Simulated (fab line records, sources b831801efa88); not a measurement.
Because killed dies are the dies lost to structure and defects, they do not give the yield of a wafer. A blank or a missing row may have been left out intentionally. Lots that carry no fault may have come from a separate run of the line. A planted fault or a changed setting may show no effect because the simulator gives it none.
fab line records -- flow sky130
[record] lots = 13, wafers = 39, last_day = 50
route steps=708 shown LI_CONTACT@386 VIA3@597 CAP2M@615 VIA4@640 PAD_OPEN@708
lots that met no fault: from a run of the same line without faults
start_h: start of the lot's first displayed wafer, in hours after the record's first day -- wait_h: hours elapsed since this lot's preceding step -- " unchanged from the row above -- L1.1+2: a row that stands for several wafers -- - either no value or no given start -- * or withheld: withheld -- < > ~ a bound
route shown NAME@n: a module of which the file shows steps, and the number in the route of the first -- usual: mean/standard deviation of fault-free wafers -- same: alike in all rows -- chamber/n: place in a boat -- sites: readings site by site -- _std_site: standard deviation of those values -- _edge_site: the outer-site mean with the inner-site mean subtracted -- radius_mm: how far each site lies from the wafer's centre -- mask NAME#n: copy n -- behind: the last tool/chamber to shape the wafer -- hold: the reason the lot was held/the length of the hold in hours/how it ended -- device: the transistor (n, p or np) that didn't switch -- end of line: tests of these same wafers at the route's end -- a step with no rows: only its recipe -- killed: count of dies lost to structure and defects at first sort (not the wafer's yield) -- map: a wafer's dies, x killed, . not, _ none there
set.NAME: the setting that was run; set.NAME@STEP: the one run at that earlier step -- model.NAME: the simulator's own value behind a step, which no gauge read
one table for each step of the route and one row for each wafer, over a sample of lots
services: from which hour (start_h, from the record's first day; less than 0 if before it) a tool's chamber was out of use, for how many hours, and why
[[steps]]
[step SKY_LI_CONTACT_CMP_24]
[recipe] stop_on = PSG, t_overpolish_s = 20, down_force_psi = 3.5, platen_rpm = 60, target_thk_nm = 0, pad_velocity_m_s = 0.94248
[usual] motor_current_A = 10.4/0.92, overpolish_run_s = 19.999/0.0082, platen_rpm = 60.00/0.041, time_to_endpoint_s = 96/3.8
[same] t_overpolish_s = 20
lot.wafer,tool,chamber,start_h,wait_h,motor_current_A,overpolish_run_s,platen_rpm,time_to_endpoint_s
L540.4,cmp-02,3,674.20,0.0,11.2,19.999,60.00,96
L540.1,cmp-02,0,674.20,0.0,9.7,20.008,59.95,93
L540.3,cmp-02,1,674.20,0.0,10.5,19.994,59.97,94
L541.4,cmp-01,0,678.25,0.1,9.7,19.986,59.99,96
L541.1,cmp-01,2,678.25,0.1,12.1,19.987,59.94,100
L541.6,cmp-01,0,678.25,0.1,9.3,19.992,60.02,96
L542.1,cmp-01,2,684.98,0.1,11.8,19.996,59.95,92
L542.3,cmp-01,3,684.98,0.1,10.4,20.003,60.03,97
L542.6,cmp-01,0,684.98,0.1,10.1,20.014,60.03,93
L544.3,cmp-01,1,702.38,0.0,8.7,20.003,60.03,99
L544.2,cmp-01,2,702.38,0.0,11.3,20.006,60.03,94
L544.4,cmp-01,3,702.38,0.0,10.3,19.991,59.99,98
L549.4,cmp-01,3,757.43,0.1,10.4,20.006,60.02,98
L549.3,cmp-01,0,757.43,0.1,10.4,20.002,60.00,95
L549.5,cmp-01,2,757.43,0.1,11.5,20.009,59.93,93
L553.2,cmp-02,1,787.27,0.2,11.5,20.011,59.98,95
L553.4,cmp-02,2,787.27,0.2,10.9,20.009,60.00,92
L553.6,cmp-02,1,787.27,0.2,11.2,19.993,60.03,92
L554.4,cmp-02,0,790.35,0.1,9.8,20.014,60.02,99
L554.3,cmp-02,1,790.35,0.1,11.0,20.009,59.97,96
L554.6,cmp-02,3,790.35,0.1,10.6,20.009,59.98,99
L555.3,cmp-02,2,808.67,0.0,11.4,20.000,59.99,90
L555.1,cmp-02,0,808.67,0.0,10.3,19.983,60.12,93
L555.5,cmp-02,2,808.67,0.0,10.6,20.000,60.07,93
L556.3,cmp-02,1,811.19,0.2,10.9,19.994,59.99,93
L556.5,cmp-02,2,811.19,0.2,11.0,20.001,60.00,93
L556.6,cmp-02,3,811.19,0.2,11.5,19.990,60.01,95
L559.1,cmp-01,1,832.02,0.1,8.5,20.006,59.99,103
L559.4,cmp-01,2,832.02,0.1,11.8,20.006,60.02,96
L559.5,cmp-01,1,832.02,0.1,8.9,20.004,60.01,105
L561.4,cmp-02,1,836.82,0.0,10.5,19.999,60.00,91
L561.2,cmp-02,2,836.82,0.0,11.6,20.005,59.91,95
L561.5,cmp-02,1,836.82,0.0,10.9,20.001,60.01,94
L562.1,cmp-02,0,844.74,0.1,9.9,20.003,59.99,92
L562.4,cmp-02,1,844.74,0.1,10.5,20.000,60.02,92
L562.2,cmp-02,2,844.74,0.1,10.9,19.984,60.02,92
L563.1,cmp-01,1,865.22,0.1,8.5,20.006,60.05,102
L563.2,cmp-01,2,865.22,0.1,11.6,20.007,59.98,98
L563.3,cmp-01,0,865.22,0.1,9.6,19.999,59.99,94
[step SKY_VIA3_CMP_24]
[recipe] stop_on = SiO2, t_overpolish_s = 20, down_force_psi = 3.5, platen_rpm = 60, target_thk_nm = 0, pad_velocity_m_s = 0.94248
[usual] motor_current_A = 10.4/0.89, overpolish_run_s = 19.999/0.0081, platen_rpm = 60.00/0.043, time_to_endpoint_s = 96/5.9
[same] t_overpolish_s = 20
lot.wafer,tool,chamber,start_h,wait_h,motor_current_A,overpolish_run_s,platen_rpm,time_to_endpoint_s
L540.3,cmp-02,0,928.81,0.0,10.9,20.001,60.07,92
L540.4,cmp-02,1,928.81,0.0,10.9,20.001,60.06,91
L540.1,cmp-02,3,928.81,0.0,11.0,20.001,59.99,93
L541.1,cmp-01,3,929.67,0.1,10.7,19.998,60.00,105
L541.4,cmp-01,0,929.67,0.1,10.5,20.005,60.03,95
L541.6,cmp-01,3,929.67,0.1,10.6,19.995,60.05,106
L542.1,cmp-01,0,934.48,0.1,10.4,19.994,59.98,93
L542.3,cmp-01,2,934.48,0.1,11.8,20.007,59.98,96
L542.6,cmp-01,0,934.48,0.1,10.3,20.014,60.04,97
L544.2,cmp-01,3,953.41,0.0,10.7,20.006,60.03,109
L544.4,cmp-01,0,953.41,0.0,10.0,19.999,60.08,100
L544.3,cmp-01,2,953.41,0.0,11.9,20.008,60.03,104
L549.3,cmp-02,2,1000.46,0.0,10.8,19.986,59.94,88
L549.4,cmp-02,0,1000.46,0.0,9.9,19.995,60.00,89
L549.5,cmp-02,3,1000.46,0.0,11.1,19.994,60.00,89
L553.4,cmp-01,1,1030.14,0.7,9.5,20.004,60.01,102
L553.2,cmp-01,2,1030.14,0.7,11.3,19.997,60.01,99
L553.6,cmp-01,1,1030.14,0.7,8.4,20.010,60.03,101
L554.3,cmp-01,2,1030.54,0.9,11.1,20.003,60.03,88
L554.4,cmp-01,3,1030.54,0.9,10.0,20.008,60.02,97
L554.6,cmp-01,0,1030.54,0.9,10.0,19.993,60.00,91
L555.3,cmp-02,1,1041.47,0.0,11.1,19.998,59.96,93
L555.1,cmp-02,3,1041.47,0.0,11.0,19.990,59.95,89
L555.5,cmp-02,1,1041.47,0.0,10.4,20.012,59.94,93
L556.3,cmp-01,2,1047.96,0.2,11.7,20.007,59.99,99
L556.5,cmp-01,3,1047.96,0.2,10.2,19.996,59.93,105
L556.6,cmp-01,0,1047.96,0.2,10.1,20.012,60.00,93
L559.1,cmp-01,0,1061.40,0.1,10.1,19.998,59.97,91
L559.4,cmp-01,1,1061.40,0.1,8.8,19.990,59.93,97
L559.5,cmp-01,1,1061.40,0.1,8.9,20.004,60.09,101
L561.2,cmp-02,3,1063.70,0.0,10.7,20.009,59.98,93
L561.4,cmp-02,1,1063.70,0.0,10.6,19.998,60.00,91
L561.5,cmp-02,3,1063.70,0.0,11.3,20.007,60.03,94
L562.2,cmp-02,3,1074.08,0.4,11.0,19.994,60.00,93
L562.4,cmp-02,1,1074.08,0.4,10.9,19.990,59.96,93
L562.1,cmp-02,2,1074.08,0.4,10.9,20.007,60.04,91
L563.1,cmp-02,2,1089.27,0.1,11.0,20.007,60.03,87
L563.3,cmp-02,3,1089.27,0.1,11.2,19.999,60.05,88
L563.2,cmp-02,0,1089.27,0.1,10.0,19.988,59.98,88
[step SKY_CAP2M_OVL_MEAS_12]
[usual] CAP2M_OVL = 1.3/1.5
lot.wafer,tool,chamber,start_h,wait_h,CAP2M_OVL[nm]
L540.1,overlay-01,-,953.60,0.1,2.3
L540.3,overlay-01,-,953.60,0.1,2.2
L540.4,overlay-01,-,953.60,0.1,2.7
L541.1,overlay-02,-,954.90,0.1,0.5
L541.4,overlay-02,-,954.90,0.1,2.0
L541.6,overlay-02,-,954.90,0.1,3.0
L542.1,overlay-01,-,959.05,0.1,1.2
L542.3,overlay-01,-,959.05,0.1,1.2
L542.6,overlay-01,-,959.05,0.1,1.4
L544.2,overlay-02,-,978.01,0.1,3.2
L544.3,overlay-02,-,978.01,0.1,2.8
L544.4,overlay-02,-,978.01,0.1,3.5
L549.3,overlay-02,-,1023.76,0.1,-0.7
L549.4,overlay-02,-,1023.76,0.1,-0.6
L549.5,overlay-02,-,1023.76,0.1,-1.5
L553.2,overlay-01,-,1052.60,0.1,2.1
L553.4,overlay-01,-,1052.60,0.1,3.0
L553.6,overlay-01,-,1052.60,0.1,0.8
L554.3,overlay-02,-,1052.91,0.1,3.8
L554.4,overlay-02,-,1052.91,0.1,2.2
L554.6,overlay-02,-,1052.91,0.1,4.0
L555.1,overlay-02,-,1063.65,0.1,1.3
L555.3,overlay-02,-,1063.65,0.1,0.9
L555.5,overlay-02,-,1063.65,0.1,-0.2
L556.3,overlay-02,-,1069.86,0.1,0.8
L556.5,overlay-02,-,1069.86,0.1,1.5
L556.6,overlay-02,-,1069.86,0.1,2.3
L559.1,overlay-02,-,1082.25,0.1,2.5
L559.4,overlay-02,-,1082.25,0.1,2.3
L559.5,overlay-02,-,1082.25,0.1,2.3
L561.2,overlay-01,-,1085.10,0.1,-2.6
L561.4,overlay-01,-,1085.10,0.1,-0.9
L561.5,overlay-01,-,1085.10,0.1,-0.8
L562.1,overlay-01,-,1095.15,0.1,0.8
L562.2,overlay-01,-,1095.15,0.1,2.2
L562.4,overlay-01,-,1095.15,0.1,0.9
L563.1,overlay-02,-,1110.50,0.1,2.4
L563.2,overlay-02,-,1110.50,0.1,3.0
L563.3,overlay-02,-,1110.50,0.1,2.4
[step SKY_VIA4_THK_MEAS_01]
[recipe] reads = SiO2_of_VIA4_HDPCVD_00
[usual] VIA4_HDPCVD_THK = 1686/21
lot.wafer,tool,chamber,start_h,wait_h,VIA4_HDPCVD_THK[nm]
L540.1,film_metro-02,-,980.11,0.2,1708
L540.3,film_metro-02,-,980.11,0.2,1679
L540.4,film_metro-02,-,980.11,0.2,1698
L541.1,film_metro-02,-,980.86,0.1,1665
L541.4,film_metro-02,-,980.86,0.1,1665
L541.6,film_metro-02,-,980.86,0.1,1666
L542.1,film_metro-03,-,984.40,0.2,1680
L542.3,film_metro-03,-,984.40,0.2,1728
L542.6,film_metro-03,-,984.40,0.2,1700
L544.2,film_metro-03,-,1003.89,0.1,1682
L544.3,film_metro-03,-,1003.89,0.1,1697
L544.4,film_metro-03,-,1003.89,0.1,1698
L549.3,film_metro-02,-,1048.17,0.1,1681
L549.4,film_metro-02,-,1048.17,0.1,1684
L549.5,film_metro-02,-,1048.17,0.1,1667
L553.2,film_metro-03,-,1075.62,0.1,1675
L553.4,film_metro-03,-,1075.62,0.1,1684
L553.6,film_metro-03,-,1075.62,0.1,1704
L554.3,film_metro-03,-,1076.33,0.1,1680
L554.4,film_metro-03,-,1076.33,0.1,1660
L554.6,film_metro-03,-,1076.33,0.1,1661
L555.1,film_metro-03,-,1086.96,0.1,1697
L555.3,film_metro-03,-,1086.96,0.1,1682
L555.5,film_metro-03,-,1086.96,0.1,1675
L556.3,film_metro-01,-,1091.12,0.1,1735
L556.5,film_metro-01,-,1091.12,0.1,1684
L556.6,film_metro-01,-,1091.12,0.1,1718
L559.1,film_metro-02,-,1105.07,0.1,1676
L559.4,film_metro-02,-,1105.07,0.1,1685
L559.5,film_metro-02,-,1105.07,0.1,1678
L561.2,film_metro-02,-,1106.16,0.1,1707
L561.4,film_metro-02,-,1106.16,0.1,1706
L561.5,film_metro-02,-,1106.16,0.1,1695
L562.1,film_metro-03,-,1116.13,0.1,1696
L562.2,film_metro-03,-,1116.13,0.1,1707
L562.4,film_metro-03,-,1116.13,0.1,1660
L563.1,film_metro-02,-,1131.75,0.1,1677
L563.2,film_metro-02,-,1131.75,0.1,1688
L563.3,film_metro-02,-,1131.75,0.1,1690
[step SKY_PAD_OPEN_PROBE_99]
[usual] killed_at_M0_to_M3 = 44/7.2, killed_at_M4_up = 3.1/1.8, killed_at_contacts = 25/5.2, killed_at_front_end = 15/3.9, killed_at_other = 0.2/0.5, killed_dies = 86/9.5, killed_on_rim = 17/3.5, killed_open = 47/7.3, killed_short = 40/6
[same] gross_dies = 492, killed_at_back_side = 0
lot.wafer,tool,chamber,start_h,wait_h,killed_at_M0_to_M3,killed_at_M4_up,killed_at_contacts,killed_at_front_end,killed_at_other,killed_dies,killed_on_rim,killed_open,killed_short
L549.3,prober-02,-,1134.59,0.2,32,2,164,16,0,214,43,41,28
L549.4,prober-02,-,1134.64,0.2,44,4,146,15,0,209,36,46,38
L549.5,prober-02,-,1134.69,0.2,38,2,159,19,0,218,47,42,42
// killed by level:class
L549.3 LI_CONTACT:unspecified=145 VIA1:geometric_particle:open=9 LI_CONTACT:geometric_particle:open=8 FIELD_ISO:geometric_particle:short=6 CONTACT:geometric_particle:open=5 METAL2:geometric_particle:short=4 VIA2:geometric_particle:open=4 FIELD_ISO:geometric_particle:open=3
L549.4 LI_CONTACT:unspecified=125 VIA1:geometric_particle:open=13 METAL2:geometric_particle:short=8 VIA3:geometric_particle:open=8 LOCAL_INTERCONNECT:geometric_particle:short=7 LI_CONTACT:geometric_particle:open=5 POLY_GATE:geometric_particle:open=4 CONTACT:geometric_particle:short=4
L549.5 LI_CONTACT:unspecified=134 LI_CONTACT:geometric_particle:open=9 VIA1:geometric_particle:open=9 LOCAL_INTERCONNECT:geometric_particle:short=6 METAL2:geometric_particle:short=6 POLY_GATE:geometric_particle:short=5 VIA3:geometric_particle:open=5 FIELD_ISO:geometric_particle:open=4
[[services]]
tool,chamber,start_h,hours,kind
cmp-02,-,657.45,2.8,pm
cmp-02,-,728.25,11.5,repair
cmp-01,-,740.62,1.4,repair
cmp-02,-,744.28,4.0,pm
cmp-02,-,748.28,-,consumable_replace:conditioner
cmp-02,-,748.28,-,consumable_replace:pad
cmp-01,-,782.77,6.5,pm
cmp-02,-,825.01,0.3,repair
cmp-01,-,828.08,0.4,repair
cmp-01,-,840.32,3.9,repair
cmp-02,-,858.69,2.2,repair
cmp-02,-,908.55,2.2,repair
cmp-02,-,920.52,1.4,repair
cmp-01,-,922.82,4.0,pm
cmp-01,-,926.82,-,consumable_replace:conditioner
cmp-01,-,926.82,-,consumable_replace:pad
cmp-02,-,964.89,2.0,repair
cmp-02,-,973.13,1.3,repair
cmp-02,-,1023.69,7.2,pm
cmp-02,-,1030.87,4.6,pm
cmp-02,-,1078.63,1.6,repair
cmp-02,-,1084.28,4.0,pm
cmp-01,-,1085.69,1.4,repair
cmp-02,-,1088.28,-,consumable_replace:conditioner
[[key]]
[first_sign] step = SKY_PAD_OPEN_PROBE_99, reading = killed_at_contacts, direction = up, sigmas = 25, usual = 25, struck = 156
[effect] step = SKY_PAD_OPEN_PROBE_99, reading = killed_dies, direction = up, sigmas = 13, usual = 86, struck = 214
met_at SKY_LI_CONTACT_CMP_24
struck_lots L549
tester_left_out L549
not_acting_at SKY_VIA3_CMP_24,SKY_CAP2M_OVL_MEAS_12,SKY_VIA4_THK_MEAS_01
onset_between 702.38 757.43
[fault] kind = chamber_particle_source, tool = cmp-01, chamber = -, onset_h = 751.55, steps = SKY_LI_CONTACT_CMP_24, rate_per_visit_cm2 = 0.69037, end_h = 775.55
// tester_left_out: of these lots the tester's yield and bins aren't shown, on N5 and GAA mostly nor the transistor test; their killed dies are dies lost to structure and defects alone, not to doping, threshold or leakage, so they don't give the yield
